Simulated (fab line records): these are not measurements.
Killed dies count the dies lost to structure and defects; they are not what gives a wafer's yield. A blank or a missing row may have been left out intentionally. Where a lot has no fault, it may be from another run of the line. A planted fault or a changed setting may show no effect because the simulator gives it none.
fab line records ; flow sky130 ; part 1 of 2: steps 1 to 25 of 40
record lots=5; wafers=15; last_day=48
route steps=708 shown VIA4@652 METAL5@661 PASSIVATION@681
lots that met no fault: from a run of the same line without faults
start_h: start of the lot's first displayed wafer, in hours after the record's first day ; wait_h: hours since the lot's step before ; " same as the row above ; L1.1+2: a row that stands for several wafers ; - no value, or no start given ; * or withheld: withheld ; < > ~ a bound
route shown NAME@n: NAME is a module with steps in the file, n the number in the route of the first one ; usual: mean/standard deviation of fault-free wafers ; same: alike in all rows ; chamber/n: place in a boat ; sites: per-site readings ; _std_site: standard deviation across them ; _edge_site: the outer-site mean with the inner-site mean subtracted ; radius_mm: for every site, how far away it sits from the centre of the wafer ; mask NAME#n: copy n ; behind: the last tool/chamber to shape the wafer ; hold: the reason the lot was held/the length of the hold in hours/how it ended ; device: names the non-switching transistor (n, p or np) ; end of line: the same wafers' tests at the end of the route ; where a step has no rows: the recipe by itself ; killed: not the wafer's yield, but the dies lost to structure and defects at the first sort ; map: per-die view of a wafer (x killed, . not killed, _ where there is no die)
set.NAME: setting as actually run; set.NAME@STEP: the setting as run at that earlier step ; model.NAME: the simulator's own value behind a step, which no gauge read
lots at some steps of the route; a table a step, a row a wafer
services: when a tool's chamber went out of use (start_h, in hours from the record's first day, below 0 if earlier), for how many hours, and the reason
## steps
# step SKY_VIA4_STRIP_13
# recipe chemistry=O2/N2; power_w=1400; pressure_mtorr=1500; platen_temp_c=withheld; o2_flow_sccm=3000; n2_flow_sccm=300; overash_fraction=0.5
# usual drypump_motor_current_A=5.8/0.31; o2_flow_sccm=3000/9; oes_product_au=0.710/0.0046; strip_time_to_endpoint_s=12.82/0.038
# same overash_fraction=0.5
lot.wafer;tool;chamber;start_h;wait_h;drypump_motor_current_A;o2_flow_sccm;oes_product_au;rf_hours_counter_h;strip_time_to_endpoint_s
L075.3;plasma_asher-02;1;1003.46;-;6.0;2991;0.716;-;12.77
L075.4;plasma_asher-02;0;1003.46;-;5.8;2991;0.713;-;12.83
L075.6;plasma_asher-02;1;1003.46;-;6.0;3020;0.707;-;12.74
L084.1;plasma_asher-02;1;1064.61;-;6.0;3006;0.712;93;12.78
L084.3;plasma_asher-02;0;1064.61;-;5.8;3004;0.714;-;12.77
L084.5;plasma_asher-02;0;1064.61;-;5.8;3018;0.713;-;12.83
L085.1;plasma_asher-01;1;1070.36;-;5.7;3013;0.711;32;12.82
L085.4;plasma_asher-01;0;1070.36;-;6.7;3011;0.702;-;12.82
L085.6;plasma_asher-01;1;1070.36;-;5.7;3007;0.708;-;12.79
L088.1;plasma_asher-02;1;1087.11;-;5.9;3001;0.707;96;12.84
L088.3;plasma_asher-02;1;1087.11;-;5.9;2999;0.715;-;12.81
L088.6;plasma_asher-02;1;1087.11;-;5.9;2991;0.698;-;12.89
L089.3;plasma_asher-03;1;1095.16;-;5.3;3005;0.705;-;12.76
L089.4;plasma_asher-03;0;1095.16;-;6.0;2992;0.705;-;12.80
L089.5;plasma_asher-03;0;1095.16;-;6.0;2986;0.710;-;12.76
# step SKY_VIA4_STRIP_14
# recipe chemistry=post_etch_residue_remover; time_s=1200; temp_c=72.5
lot.wafer;tool;chamber;start_h;wait_h
L075.3+4+6;wet_bench-02;3;1003.53;0.0
L084.1+3+5;wet_bench-01;1;1064.71;0.1
L085.1+4+6;wet_bench-01;0;1070.46;0.1
L088.1+3+6;wet_bench-04;2;1087.21;0.1
L089.3+4+5;wet_bench-01;0;1095.23;0.0
# step SKY_VIA4_CLEAN_15
# recipe chemistry=IPA; time_s=180; temp_c=25
lot.wafer;tool;chamber;start_h;wait_h
L075.3+4+6;wet_bench-01;3;1003.87;0.0
L084.1+3+5;wet_bench-04;0;1065.05;0.0
L085.1+4+6;wet_bench-04;3;1070.80;0.0
L088.1+3+6;wet_bench-01;0;1087.58;0.0
L089.3+4+5;wet_bench-04;0;1095.91;0.0
# step SKY_VIA4_CLEAN_16
# recipe chemistry=O3/DIW; dry=n2_spin
lot.wafer;tool;chamber;start_h;wait_h
L075.3+4+6;wet_bench-04;2;1003.93;0.0
L084.1+3+5;wet_bench-01;2;1065.11;0.0
L085.1+4+6;wet_bench-02;2;1070.86;0.0
L088.1+3+6;wet_bench-04;2;1087.64;0.0
L089.3+4+5;wet_bench-02;2;1095.97;0.0
# step SKY_VIA4_SPUTTER_17
# recipe material=TiN; target_thk_nm=20; chamber_pressure_pa=5; power_w=4000; time_s=80
# usual chamber_pressure_pa=5.000/0.0098; throttle_valve_pct=29.7/0.74
lot.wafer;tool;chamber;start_h;wait_h;chamber_pressure_pa;throttle_valve_pct
L075.3;pvd_sputter-03;-;1004.02;0.0;5.001;29.3
L075.4;pvd_sputter-03;-;1004.02;0.0;5.015;29.1
L075.6;pvd_sputter-03;-;1004.02;0.0;5.016;29.0
L084.1;pvd_sputter-02;-;1065.20;0.0;5.000;28.7
L084.3;pvd_sputter-02;-;1065.20;0.0;4.999;29.7
L084.5;pvd_sputter-02;-;1065.20;0.0;4.995;29.3
L085.1;pvd_sputter-03;-;1070.95;0.0;5.017;29.3
L085.4;pvd_sputter-03;-;1070.95;0.0;4.991;29.2
L085.6;pvd_sputter-03;-;1070.95;0.0;5.012;28.7
L088.1;pvd_sputter-04;-;1087.73;0.0;5.021;28.9
L088.3;pvd_sputter-04;-;1087.73;0.0;5.008;30.6
L088.6;pvd_sputter-04;-;1087.73;0.0;5.029;29.0
L089.3;pvd_sputter-04;-;1096.06;0.0;5.004;31.0
L089.4;pvd_sputter-04;-;1096.06;0.0;5.003;29.4
L089.5;pvd_sputter-04;-;1096.06;0.0;5.009;28.7
# step SKY_VIA4_CVD_18
# recipe material=W; target_thk_nm=505; time_s=152.14; temp_c=400; pressure_torr=40
# usual chamber_pressure_Torr=40.00/0.094; heater_power_w=868/62
lot.wafer;tool;chamber;start_h;wait_h;chamber_pressure_Torr;heater_power_w
L075.3;cvd_w-02;0;1004.13;0.1;39.95;891
L075.4;cvd_w-02;1;1004.13;0.1;39.92;757
L075.6;cvd_w-02;1;1004.13;0.1;39.81;757
L084.1;cvd_w-02;1;1065.26;0.0;40.11;773
L084.3;cvd_w-02;1;1065.26;0.0;39.95;772
L084.5;cvd_w-02;0;1065.26;0.0;40.11;880
L085.1;cvd_w-01;1;1071.01;0.0;39.84;888
L085.4;cvd_w-01;1;1071.01;0.0;39.86;905
L085.6;cvd_w-01;1;1071.01;0.0;39.92;899
L088.1;cvd_w-02;0;1087.79;0.0;40.10;873
L088.3;cvd_w-02;0;1087.79;0.0;39.99;896
L088.6;cvd_w-02;1;1087.79;0.0;39.96;772
L089.3;cvd_w-01;1;1096.17;0.1;40.04;883
L089.4;cvd_w-01;0;1096.17;0.1;39.98;929
L089.5;cvd_w-01;1;1096.17;0.1;39.97;883
# step SKY_VIA4_RS_MEAS_19
# recipe thk_meas_gauge=four-point-probe; reads=W_of_VIA4_CVD_18+TiN_of_VIA4_SPUTTER_17
# usual VIA4_W_RS=0.2273/0.0023
lot.wafer;tool;chamber;start_h;wait_h;VIA4_W_RS[ohm/sq]
L075.3;film_metro-02;-;1004.27;0.1;0.2293
L075.4;film_metro-02;-;1004.27;0.1;0.2283
L075.6;film_metro-02;-;1004.27;0.1;0.2297
L084.1;film_metro-02;-;1065.41;0.1;0.2232
L084.3;film_metro-02;-;1065.41;0.1;0.2230
L084.5;film_metro-02;-;1065.41;0.1;0.2236
L085.1;film_metro-03;-;1071.16;0.1;0.2271
L085.4;film_metro-03;-;1071.16;0.1;0.2300
L085.6;film_metro-03;-;1071.16;0.1;0.2289
L088.1;film_metro-01;-;1087.94;0.1;0.2276
L088.3;film_metro-01;-;1087.94;0.1;0.2283
L088.6;film_metro-01;-;1087.94;0.1;0.2291
L089.3;film_metro-02;-;1096.31;0.1;0.2281
L089.4;film_metro-02;-;1096.31;0.1;0.2247
L089.5;film_metro-02;-;1096.31;0.1;0.2306
# step SKY_VIA4_THK_MEAS_20
# recipe thk_meas_gauge=xrf; reads=W_of_VIA4_CVD_18
# usual VIA4_W_THK=511/6.2
lot.wafer;tool;chamber;start_h;wait_h;VIA4_W_THK[nm]
L075.3;film_metro-02;-;1004.37;0.1;509
L075.4;film_metro-02;-;1004.37;0.1;509
L075.6;film_metro-02;-;1004.37;0.1;508
L084.1;film_metro-02;-;1065.53;0.1;522
L084.3;film_metro-02;-;1065.53;0.1;517
L084.5;film_metro-02;-;1065.53;0.1;518
L085.1;film_metro-03;-;1071.28;0.1;512
L085.4;film_metro-03;-;1071.28;0.1;505
L085.6;film_metro-03;-;1071.28;0.1;508
L088.1;film_metro-01;-;1088.06;0.1;509
L088.3;film_metro-01;-;1088.06;0.1;510
L088.6;film_metro-01;-;1088.06;0.1;503
L089.3;film_metro-02;-;1096.41;0.1;514
L089.4;film_metro-02;-;1096.41;0.1;520
L089.5;film_metro-02;-;1096.41;0.1;509
# step SKY_VIA4_CMP_21
# recipe stop_on=SiO2; t_overpolish_s=25; down_force_psi=3.5; platen_rpm=60; target_thk_nm=0; pad_velocity_m_s=0.94248
# usual motor_current_A=10.9/0.95; overpolish_run_s=25.000/0.009; platen_rpm=60.00/0.038; time_to_endpoint_s=120/5
lot.wafer;tool;chamber;start_h;wait_h;motor_current_A;overpolish_run_s;platen_rpm;time_to_endpoint_s
L075.3;cmp-02;1;1004.44;0.1;10.7;25.007;60.05;125
L075.4;cmp-02;3;1004.44;0.1;10.7;24.992;59.92;126
L075.6;cmp-02;1;1004.44;0.1;10.5;24.999;59.98;127
L084.1;cmp-01;2;1065.67;0.1;12.7;24.993;60.01;123
L084.3;cmp-01;3;1065.67;0.1;10.8;24.992;60.00;130
L084.5;cmp-01;1;1065.67;0.1;9.5;25.001;59.98;126
L085.4;cmp-01;1;1071.39;0.1;9.8;25.008;60.01;124
L085.1;cmp-01;3;1071.39;0.1;11.1;25.008;59.98;129
L085.6;cmp-01;1;1071.39;0.1;9.3;25.010;60.00;123
L088.3;cmp-02;2;1088.34;0.2;11.7;24.992;60.02;127
L088.1;cmp-02;3;1088.34;0.2;11.1;25.019;59.94;128
L088.6;cmp-02;0;1088.34;0.2;10.1;24.996;59.91;123
L089.3;cmp-02;2;1096.50;0.1;11.6;25.004;59.98;115
L089.4;cmp-02;0;1096.50;0.1;10.7;25.016;60.04;111
L089.5;cmp-02;2;1096.50;0.1;11.7;25.007;60.01;112
# step SKY_METAL5_SPUTTER_00
# recipe material=Ti; target_thk_nm=15; power_w=3000; time_s=10; chamber_pressure_pa=0.4
# usual chamber_pressure_pa=0.3999/0.00069; throttle_valve_pct=29.9/1.1
lot.wafer;tool;chamber;start_h;wait_h;chamber_pressure_pa;throttle_valve_pct
L075.3;pvd_sputter-01;-;1004.74;0.2;0.3998;31.3
L075.4;pvd_sputter-01;-;1004.74;0.2;0.4004;27.7
L075.6;pvd_sputter-01;-;1004.74;0.2;0.3993;27.7
L084.1;pvd_sputter-03;-;1065.92;0.2;0.3999;29.0
L084.3;pvd_sputter-03;-;1065.92;0.2;0.3999;29.3
L084.5;pvd_sputter-03;-;1065.92;0.2;0.4004;28.9
L085.1;pvd_sputter-02;-;1071.64;0.1;0.3998;28.9
L085.4;pvd_sputter-02;-;1071.64;0.1;0.4002;30.5
L085.6;pvd_sputter-02;-;1071.64;0.1;0.4002;30.3
L088.1;pvd_sputter-03;-;1088.54;0.1;0.4000;29.4
L088.3;pvd_sputter-03;-;1088.54;0.1;0.3988;29.3
L088.6;pvd_sputter-03;-;1088.54;0.1;0.3999;28.9
L089.3;pvd_sputter-03;-;1096.75;0.2;0.4011;29.0
L089.4;pvd_sputter-03;-;1096.75;0.2;0.3997;29.0
L089.5;pvd_sputter-03;-;1096.75;0.2;0.4006;30.9
# step SKY_METAL5_SPUTTER_01
# recipe material=TiN; target_thk_nm=20; power_w=6500; time_s=16.7; chamber_pressure_pa=0.4
# usual chamber_pressure_pa=0.4000/0.00078; throttle_valve_pct=29.9/1.1
lot.wafer;tool;chamber;start_h;wait_h;chamber_pressure_pa;throttle_valve_pct
L075.3;pvd_sputter-01;-;1004.76;0.0;0.4003;31.0
L075.4;pvd_sputter-01;-;1004.76;0.0;0.3990;27.5
L075.6;pvd_sputter-01;-;1004.76;0.0;0.3991;28.0
L084.1;pvd_sputter-03;-;1065.95;0.0;0.4003;28.9
L084.3;pvd_sputter-03;-;1065.95;0.0;0.4006;29.5
L084.5;pvd_sputter-03;-;1065.95;0.0;0.3990;28.9
L085.1;pvd_sputter-02;-;1071.66;0.0;0.3990;29.0
L085.4;pvd_sputter-02;-;1071.66;0.0;0.4001;30.7
L085.6;pvd_sputter-02;-;1071.66;0.0;0.3997;30.3
L088.1;pvd_sputter-03;-;1088.56;0.0;0.3985;29.3
L088.3;pvd_sputter-03;-;1088.56;0.0;0.4008;29.2
L088.6;pvd_sputter-03;-;1088.56;0.0;0.4008;29.0
L089.3;pvd_sputter-03;-;1096.78;0.0;0.4007;29.0
L089.4;pvd_sputter-03;-;1096.78;0.0;0.4001;29.1
L089.5;pvd_sputter-03;-;1096.78;0.0;0.4001;31.4
# step SKY_METAL5_SPUTTER_02
# recipe material=AlCu; target_thk_nm=1150; power_w=10600; time_s=61.2; chamber_pressure_pa=0.4
# usual chamber_pressure_pa=0.4001/0.00076; throttle_valve_pct=29.9/1.1
lot.wafer;tool;chamber;start_h;wait_h;chamber_pressure_pa;throttle_valve_pct
L075.3;pvd_sputter-01;-;1004.79;0.0;0.3990;31.0
L075.4;pvd_sputter-01;-;1004.79;0.0;0.4001;28.2
L075.6;pvd_sputter-01;-;1004.79;0.0;0.3995;28.2
L084.1;pvd_sputter-03;-;1065.97;0.0;0.4010;28.8
L084.3;pvd_sputter-03;-;1065.97;0.0;0.4013;29.3
L084.5;pvd_sputter-03;-;1065.97;0.0;0.4003;28.7
L085.1;pvd_sputter-02;-;1071.69;0.0;0.4006;29.0
L085.4;pvd_sputter-02;-;1071.69;0.0;0.4009;30.1
L085.6;pvd_sputter-02;-;1071.69;0.0;0.3999;30.4
L088.1;pvd_sputter-03;-;1088.59;0.0;0.3997;29.6
L088.3;pvd_sputter-03;-;1088.59;0.0;0.3984;29.5
L088.6;pvd_sputter-03;-;1088.59;0.0;0.3983;29.0
L089.3;pvd_sputter-03;-;1096.80;0.0;0.3994;29.5
L089.4;pvd_sputter-03;-;1096.80;0.0;0.4007;29.1
L089.5;pvd_sputter-03;-;1096.80;0.0;0.3998;31.3
# step SKY_METAL5_SPUTTER_03
# recipe material=Ti; target_thk_nm=5; power_w=3000; time_s=3.3; chamber_pressure_pa=0.4
# usual chamber_pressure_pa=0.4001/0.00075; throttle_valve_pct=29.9/1.1
lot.wafer;tool;chamber;start_h;wait_h;chamber_pressure_pa;throttle_valve_pct
L075.3;pvd_sputter-01;-;1004.84;0.0;0.3999;31.1
L075.4;pvd_sputter-01;-;1004.84;0.0;0.4000;27.8
L075.6;pvd_sputter-01;-;1004.84;0.0;0.4010;27.7
L084.1;pvd_sputter-03;-;1066.02;0.0;0.3998;28.9
L084.3;pvd_sputter-03;-;1066.02;0.0;0.4004;29.3
L084.5;pvd_sputter-03;-;1066.02;0.0;0.3995;29.1
L085.1;pvd_sputter-02;-;1071.74;0.0;0.4001;29.1
L085.4;pvd_sputter-02;-;1071.74;0.0;0.3999;30.5
L085.6;pvd_sputter-02;-;1071.74;0.0;0.3993;30.4
L088.1;pvd_sputter-03;-;1088.64;0.0;0.4004;29.3
L088.3;pvd_sputter-03;-;1088.64;0.0;0.4000;29.1
L088.6;pvd_sputter-03;-;1088.64;0.0;0.4003;29.1
L089.3;pvd_sputter-03;-;1096.85;0.0;0.3999;29.3
L089.4;pvd_sputter-03;-;1096.85;0.0;0.3996;29.2
L089.5;pvd_sputter-03;-;1096.85;0.0;0.4007;31.2
# step SKY_METAL5_SPUTTER_04
# recipe material=TiN; target_thk_nm=70; power_w=6500; time_s=58.3; chamber_pressure_pa=0.4
# usual chamber_pressure_pa=0.3999/0.00077; throttle_valve_pct=29.9/1.1
lot.wafer;tool;chamber;start_h;wait_h;chamber_pressure_pa;throttle_valve_pct
L075.3;pvd_sputter-01;-;1004.86;0.0;0.4007;31.0
L075.4;pvd_sputter-01;-;1004.86;0.0;0.3990;28.2
L075.6;pvd_sputter-01;-;1004.86;0.0;0.3989;27.9
L084.1;pvd_sputter-03;-;1066.04;0.0;0.4013;28.8
L084.3;pvd_sputter-03;-;1066.04;0.0;0.3996;29.3
L084.5;pvd_sputter-03;-;1066.04;0.0;0.3997;29.0
L085.1;pvd_sputter-02;-;1071.76;0.0;0.3983;28.8
L085.4;pvd_sputter-02;-;1071.76;0.0;0.4005;30.7
L085.6;pvd_sputter-02;-;1071.76;0.0;0.4004;30.3
L088.1;pvd_sputter-03;-;1088.66;0.0;0.3997;29.1
L088.3;pvd_sputter-03;-;1088.66;0.0;0.4018;29.3
L088.6;pvd_sputter-03;-;1088.66;0.0;0.3993;29.1
L089.3;pvd_sputter-03;-;1096.87;0.0;0.4000;29.2
L089.4;pvd_sputter-03;-;1096.87;0.0;0.4006;29.1
L089.5;pvd_sputter-03;-;1096.87;0.0;0.4001;31.3
# step SKY_METAL5_RS_MEAS_05
# recipe thk_meas_gauge=four-point-probe; reads=TiN_of_METAL5_SPUTTER_04+Ti_of_METAL5_SPUTTER_03+AlCu_of_METAL5_SPUTTER_02+TiN_of_METAL5_SPUTTER_01+Ti_of_METAL5_SPUTTER_00
# usual METAL5_ALCU_RS=0.0270/0.00033
lot.wafer;tool;chamber;start_h;wait_h;METAL5_ALCU_RS[ohm/sq]
L075.3;film_metro-02;-;1004.95;0.1;0.0269
L075.4;film_metro-02;-;1004.95;0.1;0.0270
L075.6;film_metro-02;-;1004.95;0.1;0.0270
L084.1;film_metro-02;-;1066.09;0.0;0.0271
L084.3;film_metro-02;-;1066.09;0.0;0.0269
L084.5;film_metro-02;-;1066.09;0.0;0.0268
L085.1;film_metro-02;-;1071.81;0.0;0.0267
L085.4;film_metro-02;-;1071.81;0.0;0.0266
L085.6;film_metro-02;-;1071.81;0.0;0.0270
L088.1;film_metro-02;-;1088.70;0.0;0.0265
L088.3;film_metro-02;-;1088.70;0.0;0.0265
L088.6;film_metro-02;-;1088.70;0.0;0.0265
L089.3;film_metro-04;-;1096.96;0.1;0.0273
L089.4;film_metro-04;-;1096.96;0.1;0.0272
L089.5;film_metro-04;-;1096.96;0.1;0.0271
# step SKY_METAL5_THK_MEAS_06
# recipe thk_meas_gauge=xrf; reads=AlCu_of_METAL5_SPUTTER_02
# usual METAL5_ALCU_THK=1184/15
lot.wafer;tool;chamber;start_h;wait_h;METAL5_ALCU_THK[nm]
L075.3;film_metro-02;-;1005.05;0.1;1166
L075.4;film_metro-02;-;1005.05;0.1;1177
L075.6;film_metro-02;-;1005.05;0.1;1169
L084.1;film_metro-02;-;1066.21;0.1;1175
L084.3;film_metro-02;-;1066.21;0.1;1188
L084.5;film_metro-02;-;1066.21;0.1;1199
L085.1;film_metro-02;-;1071.93;0.1;1198
L085.4;film_metro-02;-;1071.93;0.1;1199
L085.6;film_metro-02;-;1071.93;0.1;1184
L088.1;film_metro-02;-;1088.82;0.1;1200
L088.3;film_metro-02;-;1088.82;0.1;1203
L088.6;film_metro-02;-;1088.82;0.1;1204
L089.3;film_metro-04;-;1097.06;0.1;1174
L089.4;film_metro-04;-;1097.06;0.1;1181
L089.5;film_metro-04;-;1097.06;0.1;1190
# step SKY_METAL5_DEHYDRATE_07
# recipe temp_c=200; time_s=60
lot.wafer;tool;chamber;start_h;wait_h
L075.3+4+6;litho_track-02;0;1015.22;10.2
L084.1+3+5;litho_track-02;0;1076.32;10.1
L085.1+4+6;litho_track-01;0;1081.27;9.3
L088.1+3+6;litho_track-01;0;1098.67;9.8
L089.3+4+5;litho_track-01;0;1105.92;8.8
# step SKY_METAL5_HMDS_08
# recipe prime_time_s=60; prime_temp_c=120
lot.wafer;tool;chamber;start_h;wait_h
L075.3+4+6;litho_track-02;0;1015.37;0.1
L084.1+3+5;litho_track-02;0;1076.47;0.1
L085.1+4+6;litho_track-01;0;1081.42;0.1
L088.1+3+6;litho_track-01;0;1098.82;0.1
L089.3+4+5;litho_track-01;0;1106.07;0.1
# step SKY_METAL5_COAT_09
# recipe resist=NOVOLAK; spin_rpm=3000; resist_thk_nm=1800
lot.wafer;tool;chamber;start_h;wait_h
L075.3+4+6;litho_track-02;0;1015.52;0.1
L084.1+3+5;litho_track-02;0;1076.62;0.1
L085.1+4+6;litho_track-01;0;1081.57;0.1
L088.1+3+6;litho_track-01;0;1098.97;0.1
L089.3+4+5;litho_track-01;0;1106.22;0.1
# step SKY_METAL5_SOFTBAKE_10
# recipe temp_c=90; time_s=60; resist=NOVOLAK
lot.wafer;tool;chamber;start_h;wait_h
L075.3+4+6;litho_track-02;0;1015.67;0.1
L084.1+3+5;litho_track-02;0;1076.77;0.1
L085.1+4+6;litho_track-01;0;1081.72;0.1
L088.1+3+6;litho_track-01;0;1099.12;0.1
L089.3+4+5;litho_track-01;0;1106.37;0.1
# step SKY_METAL5_EXPOSE_11
# recipe mask_id=MM5; na=0.6; source_shape=conventional; sigma_outer=0.6; polarization=unpolarized; target_cd_nm=1600; dose_mj=190
lot.wafer;tool;chamber;start_h;wait_h;mask
L075.3+4+6;iline_stepper-02;0;-;-;MM5#0
L084.1+3+5;iline_stepper-02;0;-;-;MM5#0
L085.1+4+6;iline_stepper-01;0;-;-;MM5#0
L088.1+3+6;iline_stepper-01;0;-;-;MM5#0
L089.3+4+5;iline_stepper-02;0;-;-;MM5#0
# step SKY_METAL5_PEB_12
# recipe temp_c=withheld; time_s=*; resist=NOVOLAK
lot.wafer;tool;chamber;start_h;wait_h
L075.3+4+6;litho_track-03;0;-;-
L084.1+3+5;litho_track-02;0;-;-
L085.1+4+6;litho_track-02;0;-;-
L088.1+3+6;litho_track-03;0;-;-
L089.3+4+5;litho_track-03;0;-;-
# step SKY_METAL5_DEVELOP_13
# recipe resist=NOVOLAK; developer=TMAH; develop_time_s=60; dev_temp_c=23
lot.wafer;tool;chamber;start_h;wait_h
L075.3+4+6;litho_track-03;0;1027.24;0.1
L084.1+3+5;litho_track-02;0;1086.52;0.1
L085.1+4+6;litho_track-02;0;1092.27;0.1
L088.1+3+6;litho_track-03;0;1108.59;0.1
L089.3+4+5;litho_track-03;0;1116.24;0.1
# step SKY_METAL5_DESCUM_14
# recipe chemistry=O2; source_power_w=150; bias_power_w=0; pressure_mtorr=10; temp_c=40; time_s=11
# usual drypump_motor_current_A=5.5/0.51; oes_product_au=1.004/0.012
lot.wafer;tool;chamber;start_h;wait_h;drypump_motor_current_A;oes_product_au;rf_hours_counter_h
L075.3;rie_metal-02;1;1027.35;0.1;4.8;0.983;-
L075.4;rie_metal-02;0;1027.35;0.1;6.2;1.004;-
L075.6;rie_metal-02;0;1027.35;0.1;6.2;0.998;-
L084.1;rie_metal-03;1;1086.67;0.1;5.5;1.007;10
L084.3;rie_metal-03;0;1086.67;0.1;5.1;0.988;-
L084.5;rie_metal-03;0;1086.67;0.1;5.1;1.003;-
L085.1;rie_metal-02;0;1092.42;0.1;6.2;0.998;11
L085.4;rie_metal-02;0;1092.42;0.1;6.2;1.003;-
L085.6;rie_metal-02;0;1092.42;0.1;6.2;1.015;-
L088.1;rie_metal-03;0;1108.74;0.1;5.1;0.995;18
L088.3;rie_metal-03;1;1108.74;0.1;5.5;1.003;-
L088.6;rie_metal-03;0;1108.74;0.1;5.1;0.996;-
L089.3;rie_metal-04;0;1116.35;0.1;5.6;1.017;-
L089.4;rie_metal-04;1;1116.35;0.1;5.9;1.013;-
L089.5;rie_metal-04;0;1116.35;0.1;5.6;1.019;-
# step SKY_METAL5_METAL_ETCH_15
# recipe target_depth_a=12600; stop_on=SiO2; over_etch_frac=0.2; time_s=252; chemistry=Cl2/BCl3; resist_sidewall_deg=86; pressure_mtorr=10; icp_w=900; bias_w=48.5; Cl2_flow_sccm=60; bcl3_flow_sccm=30
# usual drypump_motor_current_A=5.5/0.5; oes_product_au=0.894/0.0056; throttle_valve_pct=22.265/0.01
lot.wafer;tool;chamber;start_h;wait_h;drypump_motor_current_A;oes_product_au;rf_hours_counter_h;throttle_valve_pct
L075.3;rie_metal-02;1;1027.46;0.1;4.9;0.901;-;22.277
L075.4;rie_metal-02;0;1027.46;0.1;6.2;0.890;-;22.272
L075.6;rie_metal-02;0;1027.46;0.1;6.2;0.897;-;22.253
L084.1;rie_metal-03;1;1086.70;0.0;5.5;0.889;10;22.282
L084.3;rie_metal-03;0;1086.70;0.0;5.1;0.890;-;22.263
L084.5;rie_metal-03;0;1086.70;0.0;5.1;0.893;-;22.259
L085.1;rie_metal-02;0;1092.45;0.0;6.2;0.895;11;22.275
L085.4;rie_metal-02;0;1092.45;0.0;6.2;0.897;-;22.257
L085.6;rie_metal-02;0;1092.45;0.0;6.2;0.893;-;22.263
L088.1;rie_metal-03;0;1108.78;0.0;5.1;0.895;18;22.273
L088.3;rie_metal-03;1;1108.78;0.0;5.5;0.905;-;22.244
L088.6;rie_metal-03;0;1108.78;0.0;5.1;0.900;-;22.258
L089.3;rie_metal-04;0;1116.46;0.1;5.5;0.913;-;22.247
L089.4;rie_metal-04;1;1116.46;0.1;5.9;0.891;-;22.272
L089.5;rie_metal-04;0;1116.46;0.1;5.6;0.895;-;22.277
